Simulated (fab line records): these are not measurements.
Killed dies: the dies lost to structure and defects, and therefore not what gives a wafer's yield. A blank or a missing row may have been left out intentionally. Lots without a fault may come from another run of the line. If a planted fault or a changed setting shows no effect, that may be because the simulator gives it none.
fab line records	flow sky130
record: lots: 6	wafers: 18	last_day: 50
route steps=708 shown PASSIVATION@684 PAD_OPEN@694
lots that met no fault: from a run of the same line without faults
start_h: start of the lot's first displayed wafer, in hours after the record's first day	wait_h: how many hours have passed since the lot's step before this one	" unchanged from the row above	L1.1+2: a row that stands for several wafers	- no value, or no start given	* or withheld: withheld	< > ~ a bound
route shown NAME@n: names a module that has steps shown in the file, with the first one's number in the route	usual: mean/standard deviation of fault-free wafers	same: alike in all rows	chamber/n: place in a boat	sites: each site's reading	_std_site: their standard deviation	_edge_site: mean of outer sites minus mean of inner sites	radius_mm: for every site, how far away it sits from the centre of the wafer	mask NAME#n: copy n	behind: the last tool/chamber to shape the wafer	hold: reason for holding the lot/hours on hold/outcome of the hold	device: whichever transistor did not switch (one of n, p or np)	end of line: at the end of the route, the tests of the same wafers	a step without rows: its recipe alone	killed: not the wafer's yield, but the dies lost to structure and defects at the first sort	map: shows each die of a wafer: x if killed, . if not, _ if none is there
set.NAME: the run value of the setting; set.NAME@STEP: its run value at that earlier step	model.NAME: the simulator's own value behind a step, which no gauge read
lots at selected steps of the route; one table per step, one row per wafer
services: the hour from which a tool's chamber was out of use, counted from the record's first day as start_h (under 0 if before that day), plus the number of hours and why
== steps ==
step: SKY_PASSIVATION_THK_MEAS_03
recipe: reads: Si3N4_of_PASSIVATION_CVD_02
usual: PASSIVATION_CVD_02_THK: 540/6.4
lot.wafer	tool	chamber	start_h	wait_h	PASSIVATION_CVD_02_THK[nm]
L248.3	film_metro-03	-	1059.14	-	536
L248.4	"	-	"	"	541
L248.5	"	-	"	"	540
L249.2	film_metro-02	-	1060.23	-	535
L249.3	"	-	"	"	543
L249.4	"	-	"	"	545
L253.1	film_metro-04	-	1082.71	-	541
L253.2	"	-	"	"	534
L253.4	"	-	"	"	548
L258.1	film_metro-03	-	1109.35	-	544
L258.3	"	-	"	"	537
L258.5	"	-	"	"	545
L264.3	film_metro-03	-	1141.85	-	536
L264.5	"	-	"	"	545
L264.6	"	-	"	"	547
L267.1	film_metro-04	-	1162.86	-	533
L267.3	"	-	"	"	538
L267.6	"	-	"	"	540
step: SKY_PASSIVATION_DEHYDRATE_04
recipe: temp_c: 200	time_s: 60
step: SKY_PASSIVATION_HMDS_05
recipe: prime_time_s: 60	prime_temp_c: 120
step: SKY_PASSIVATION_COAT_06
recipe: spin_rpm: 2000	resist_thk_nm: 3000
step: SKY_PASSIVATION_SOFTBAKE_07
recipe: temp_c: 110	time_s: withheld
step: SKY_PASSIVATION_EXPOSE_08
recipe: mask_id: NSM	target_cd_nm: 3000	na: 0.57	dose_mj: 260
step: SKY_PASSIVATION_PEB_09
recipe: temp_c: 115	time_s: withheld
step: SKY_PASSIVATION_DEVELOP_10
recipe: develop_time_s: 60	dev_temp_c: 23
step: SKY_PASSIVATION_ETCH_11
recipe: chemistry: CF4/O2	target_depth_nm: 725	stop_on: AlCu	source_w: 800	bias_w: 150	pressure_mtorr: 150	cf4_flow_sccm: 80	O2_flow_sccm: 10	time_s: 161.1
usual: drypump_motor_current_A: 5.8/0.42	oes_product_au: 0.977/0.006	throttle_valve_pct: 5.963/0.0083
lot.wafer	tool	chamber	start_h	wait_h	drypump_motor_current_A	oes_product_au	rf_hours_counter_h	throttle_valve_pct
L248.3	rie_diel-02	1	1080.57	-	5.8	0.982	10	5.974
L248.4	"	3	"	"	6.0	0.979	10	5.960
L248.5	"	1	"	"	5.8	0.970	-	5.953
L249.2	rie_diel-04	0	1082.42	-	6.0	0.975	6	5.975
L249.3	"	3	"	"	6.3	0.982	18	5.963
L249.4	"	1	"	"	5.5	0.978	9	5.965
L253.1	rie_diel-02	0	1103.06	-	5.2	0.978	7	5.971
L253.2	"	1	"	"	5.8	0.967	11	5.968
L253.4	"	3	"	"	6.0	0.982	11	5.976
L258.1	rie_diel-02	0	1128.12	-	5.2	0.979	8	5.971
L258.3	"	1	"	"	5.9	0.980	12	5.964
L258.5	"	0	"	"	5.2	0.980	-	5.967
L264.3	rie_diel-04	0	1159.72	-	6.0	0.978	10	5.967
L264.5	"	3	"	"	6.3	0.981	-	5.970
L264.6	"	2	"	"	5.5	0.990	-	5.968
L267.1	rie_diel-02	2	1179.57	-	6.2	0.972	17	5.957
L267.3	"	1	"	"	5.9	0.980	14	5.958
L267.6	"	1	"	"	5.8	0.971	-	5.956
step: SKY_PASSIVATION_STRIP_12
recipe: chemistry: O2/N2	power_w: 1400	pressure_mtorr: 1500	platen_temp_c: withheld	overash_fraction: 0.7	o2_flow_sccm: 3000	n2_flow_sccm: 300
usual: drypump_motor_current_A: 5.3/0.36	oes_product_au: 0.660/0.0046	strip_time_to_endpoint_s: 31.59/0.11
same: overash_fraction: 0.7
lot.wafer	tool	chamber	start_h	wait_h	drypump_motor_current_A	oes_product_au	rf_hours_counter_h	strip_time_to_endpoint_s
L248.3	plasma_asher-04	1	1080.71	0.1	5.3	0.660	-	31.68
L248.4	"	0	"	"	5.1	0.665	-	31.64
L248.5	"	0	"	"	5.1	0.654	-	31.71
L249.2	plasma_asher-03	0	1082.52	0.1	6.1	0.657	28	31.63
L249.3	"	1	"	"	5.3	0.658	-	31.62
L249.4	"	0	"	"	6.1	0.654	-	31.65
L253.1	plasma_asher-03	1	1103.17	0.1	5.3	0.655	30	31.61
L253.2	"	0	"	"	6.1	0.661	30	31.79
L253.4	"	0	"	"	6.1	0.668	-	31.69
L258.1	plasma_asher-01	1	1128.22	0.1	5.0	0.659	73	31.41
L258.3	"	1	"	"	5.1	0.660	-	31.54
L258.5	"	0	"	"	5.1	0.659	-	31.51
L264.3	plasma_asher-01	1	1159.86	0.1	5.0	0.658	-	31.37
L264.5	"	1	"	"	5.0	0.656	-	31.56
L264.6	"	0	"	"	5.1	0.651	-	31.59
L267.1	plasma_asher-03	1	1179.68	0.1	5.3	0.655	38	31.59
L267.3	"	0	"	"	6.1	0.654	-	31.80
L267.6	"	1	"	"	5.3	0.665	-	31.78
step: SKY_PAD_OPEN_DEHYDRATE_00
recipe: temp_c: 200	time_s: 60
step: SKY_PAD_OPEN_HMDS_01
recipe: prime_time_s: 60	prime_temp_c: 120
step: SKY_PAD_OPEN_COAT_02
recipe: spin_rpm: 2000	resist_thk_nm: 3000
usual: spin_speed_rpm: 1999.8/1.5
lot.wafer	tool	chamber	start_h	wait_h	spin_speed_rpm	model.coat_of_PAD_OPEN_COAT_02.thk_nm
L248.3	litho_track-04	0	1090.16	0.1	1998.9	2997
L248.4	"	0	"	"	1998.3	2994
L248.5	"	0	"	"	1998.4	2997
L249.2	litho_track-02	0	1092.89	0.1	2000.8	2992
L249.3	"	0	"	"	1998.3	2999
L249.4	"	0	"	"	1996.5	2995
L253.1	litho_track-04	0	1112.56	0.1	2045.8	2952
L253.2	"	0	"	"	2047.4	2952
L253.4	"	0	"	"	2045.4	2952
L258.1	litho_track-04	0	1137.46	0.1	2046.2	2943
L258.3	"	0	"	"	2043.6	2953
L258.5	"	0	"	"	2047.6	2944
L264.3	litho_track-02	0	1168.17	0.1	2000.4	3014
L264.5	"	0	"	"	2000.2	3015
L264.6	"	0	"	"	2000.9	3018
L267.1	litho_track-02	0	1187.17	0.1	2000.3	3002
L267.3	"	0	"	"	2003.0	2992
L267.6	"	0	"	"	2000.3	2994
step: SKY_PAD_OPEN_SOFTBAKE_03
recipe: temp_c: 110	time_s: withheld
step: SKY_PAD_OPEN_EXPOSE_04
recipe: mask_id: PDM	target_cd_nm: 60000	na: 0.57	dose_mj: 260
step: SKY_PAD_OPEN_PEB_05
recipe: temp_c: 115	time_s: withheld
step: SKY_PAD_OPEN_DEVELOP_06
recipe: develop_time_s: 60	dev_temp_c: 23
lot.wafer	tool	chamber	start_h	wait_h	model.coat_of_PAD_OPEN_COAT_02.thk_nm
L248.3+5	litho_track-01	0	-	-	2996
L248.4	"	0	"	"	2993
L249.2	litho_track-02	0	-	-	2991
L249.3	"	0	"	"	2998
L249.4	"	0	"	"	2994
L253.1+2+4	litho_track-04	0	-	-	2951
L258.1	litho_track-04	0	-	-	2942
L258.3	"	0	"	"	2952
L258.5	"	0	"	"	2943
L264.3	litho_track-01	0	-	-	3013
L264.5	"	0	"	"	3014
L264.6	"	0	"	"	3017
L267.1	litho_track-04	0	-	-	3001
L267.3	"	0	"	"	2990
L267.6	"	0	"	"	2993
step: SKY_PAD_OPEN_ETCH_07
recipe: chemistry: CF4/O2	target_depth_nm: 725	stop_on: AlCu	source_w: 800	bias_w: 150	pressure_mtorr: 150	cf4_flow_sccm: 80	O2_flow_sccm: 10	time_s: 161.1
usual: drypump_motor_current_A: 5.9/0.51	oes_product_au: 0.977/0.0074	throttle_valve_pct: 5.965/0.0095
lot.wafer	tool	chamber	start_h	wait_h	drypump_motor_current_A	oes_product_au	rf_hours_counter_h	throttle_valve_pct
L248.3	rie_diel-03	0	1100.38	-	6.6	0.975	6	5.953
L248.4	"	3	"	"	6.4	0.982	30	5.962
L248.5	"	2	"	"	6.1	0.984	-	5.941
L249.2	rie_diel-03	2	1102.92	-	6.1	0.973	19	5.960
L249.3	"	1	"	"	5.0	0.978	5	5.963
L249.4	"	3	"	"	6.5	0.984	30	5.963
L253.1	rie_diel-04	2	1122.61	-	5.5	0.977	23	5.959
L253.2	"	3	"	"	6.4	0.970	20	5.960
L253.4	"	1	"	"	5.5	0.983	11	5.952
L258.1	rie_diel-04	0	1146.86	-	5.9	0.981	9	5.949
L258.3	"	1	"	"	5.5	0.980	12	5.971
L258.5	"	0	"	"	6.0	0.980	-	5.976
L264.3	rie_diel-01	1	1176.78	-	5.5	0.969	26	5.971
L264.5	"	3	"	"	5.6	0.979	-	5.987
L264.6	"	2	"	"	6.7	0.983	-	5.963
L267.1	rie_diel-04	2	1195.31	-	5.5	0.972	26	5.957
L267.3	"	1	"	"	5.5	0.983	14	5.966
L267.6	"	0	"	"	5.9	0.984	-	5.953
step: SKY_PAD_OPEN_STRIP_08
recipe: chemistry: O2/N2	power_w: 1400	pressure_mtorr: 1500	platen_temp_c: withheld	overash_fraction: 0.7	o2_flow_sccm: 3000	n2_flow_sccm: 300
usual: drypump_motor_current_A: 5.17/0.24	oes_product_au: 0.664/0.005	strip_time_to_endpoint_s: 37.03/0.11
same: overash_fraction: 0.7
lot.wafer	tool	chamber	start_h	wait_h	drypump_motor_current_A	oes_product_au	rf_hours_counter_h	strip_time_to_endpoint_s
L248.3	plasma_asher-02	0	1100.52	0.1	4.95	0.663	-	37.05
L248.4	"	1	"	"	5.66	0.669	-	36.99
L248.5	"	0	"	"	4.95	0.665	-	37.02
L249.2	plasma_asher-01	0	1103.02	0.1	5.06	0.666	71	36.95
L249.3	"	1	"	"	5.03	0.666	-	37.05
L249.4	"	0	"	"	5.07	0.657	-	37.01
L253.1	plasma_asher-01	1	1122.72	0.1	5.04	0.661	72	36.49
L253.2	"	0	"	"	5.08	0.673	72	36.47
L253.4	"	0	"	"	5.08	0.668	-	36.49
L258.1	plasma_asher-01	1	1146.97	0.1	5.03	0.655	75	36.41
L258.3	"	1	"	"	5.05	0.658	-	36.51
L258.5	"	0	"	"	5.07	0.656	-	36.43
L264.3	plasma_asher-01	0	1176.92	0.1	5.07	0.662	-	37.22
L264.5	"	1	"	"	5.05	0.674	-	37.24
L264.6	"	0	"	"	5.04	0.666	-	37.26
L267.1	plasma_asher-01	1	1195.42	0.1	5.03	0.668	79	37.07
L267.3	"	0	"	"	5.07	0.664	-	36.96
L267.6	"	1	"	"	5.00	0.661	-	36.99
step: SKY_PAD_OPEN_STRIP_09
recipe: chemistry: post_etch_residue_remover	time_s: 1200	temp_c: 72.5
step: SKY_PAD_OPEN_PROBE_99
usual: defect_limited_yield: 82.4/2.1	killed_at_M0_to_M3: 44/7.3	killed_at_M4_up: 3.0/1.9	killed_at_contacts: 24/5	killed_at_front_end: 16/4.5	killed_at_other: 0.3/0.46	killed_dies: 87/10	killed_open: 47/8.3	killed_short: 39/6.4	sort_bin_3_pad_short: 0.8/0.43	sort_bin_5_function: 10.5/1.6	sort_bin_6_memory: 6.3/1.1	sort_n_pass: 405/10	sort_yield_pct: 82.4/2.1
same: gross_dies: 492	killed_at_back_side: 0	sort_bin_4_leakage[%]: 0	sort_bin_8_speed[%]: 0
lot.wafer	tool	chamber	start_h	wait_h	defect_limited_yield[%]	killed_at_M0_to_M3	killed_at_M4_up	killed_at_contacts	killed_at_front_end	killed_at_other	killed_dies	killed_open	killed_short	sort_bin_3_pad_short[%]	sort_bin_5_function[%]	sort_bin_6_memory[%]	sort_n_pass	sort_yield_pct[%]
L249.2	prober-02	-	1105.28	0.1	79.9	52	1	27	19	0	99	59	40	1.0	12.0	7.1	393	79.9
L249.3	prober-02	-	1105.33	0.2	82.5	46	0	30	10	0	86	49	37	0.8	9.6	7.1	406	82.5
L249.4	prober-02	-	1105.38	0.2	83.7	41	4	25	8	2	80	48	32	0.6	9.8	5.9	412	83.7
killed by level:class
L249.2 VIA1:geometric_particle:open=14 VIA3:geometric_particle:open=12 CONTACT:geometric_particle:open=9 LI_CONTACT:geometric_particle:open=9 FIELD_ISO:geometric_particle:short=6 POLY_GATE:geometric_particle:short=6 METAL1:geometric_particle:short=6 VIA2:geometric_particle:short=6
L249.3 VIA3:geometric_particle:open=11 CONTACT:geometric_particle:short=10 LI_CONTACT:geometric_particle:open=9 VIA1:geometric_particle:open=9 METAL2:geometric_particle:short=7 VIA2:geometric_particle:open=6 CONTACT:geometric_particle:open=6 METAL1:geometric_particle:short=4
L249.4 VIA1:geometric_particle:open=9 VIA2:geometric_particle:open=9 CONTACT:geometric_particle:open=9 LI_CONTACT:geometric_particle:open=8 VIA3:geometric_particle:open=6 CONTACT:geometric_particle:short=5 METAL1:geometric_particle:short=5 METAL2:geometric_particle:short=5
== services ==
tool	chamber	start_h	hours	kind
plasma_asher-02	-	1060.23	9.0	pm
plasma_asher-02	0	1060.23	9.0	vent_cycle
plasma_asher-02	1	1060.23	9.0	vent_cycle
rie_diel-02	1	1066.55	4.2	repair
rie_diel-01	-	1068.72	0.2	repair
plasma_asher-02	0	1069.23	-	clean
plasma_asher-02	1	1069.23	-	clean
rie_diel-02	2	1070.16	1.7	repair
rie_diel-03	3	1078.97	5.9	repair
plasma_asher-02	-	1084.42	4.3	pm
plasma_asher-03	-	1084.63	0.3	repair
rie_diel-01	-	1099.59	28.1	pm
rie_diel-04	0	1111.38	5.0	repair
rie_diel-01	0	1127.69	-	clean
rie_diel-01	-	1129.15	1.0	repair
plasma_asher-03	-	1139.93	2.4	repair
rie_diel-04	1	1148.63	6.1	repair
rie_diel-01	1	1149.11	6.7	repair
plasma_asher-02	-	1157.77	2.0	repair
plasma_asher-04	-	1158.25	3.0	repair
rie_diel-03	3	1172.66	7.7	repair
rie_diel-03	3	1180.37	-	clean
rie_diel-02	2	1191.08	3.8	repair
rie_diel-04	0	1191.25	4.0	repair
== key ==
first_sign: step: SKY_PAD_OPEN_COAT_02	reading: spin_speed_rpm	direction: up	sigmas: 31	usual: 1999.8	struck: 2046.0
effect: step: SKY_PAD_OPEN_STRIP_08	reading: strip_time_to_endpoint_s	direction: down	sigmas: 5.3	usual: *	struck: *
model_effect: step: SKY_PAD_OPEN_COAT_02	value: coat_of_PAD_OPEN_COAT_02.thk_nm	without: 2983	struck: 2949
model_effect: step: SKY_PAD_OPEN_DEVELOP_06	value: coat_of_PAD_OPEN_COAT_02.thk_nm	without: 2982	struck: 2948
met_at SKY_PAD_OPEN_COAT_02
struck_wafers L253.1,L253.2,L253.4,L258.1,L258.3,L258.5
onset_between 1090.16 1112.56
fault: kind: process_parameter_drift	tool: litho_track-04	chamber: -	onset_h: 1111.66	steps: SKY_PAD_OPEN_COAT_02	channel: spin_rpm	offset: 46.047	shape: step	end_h: 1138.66	acts_in: these_recipes_only	stated: 2000
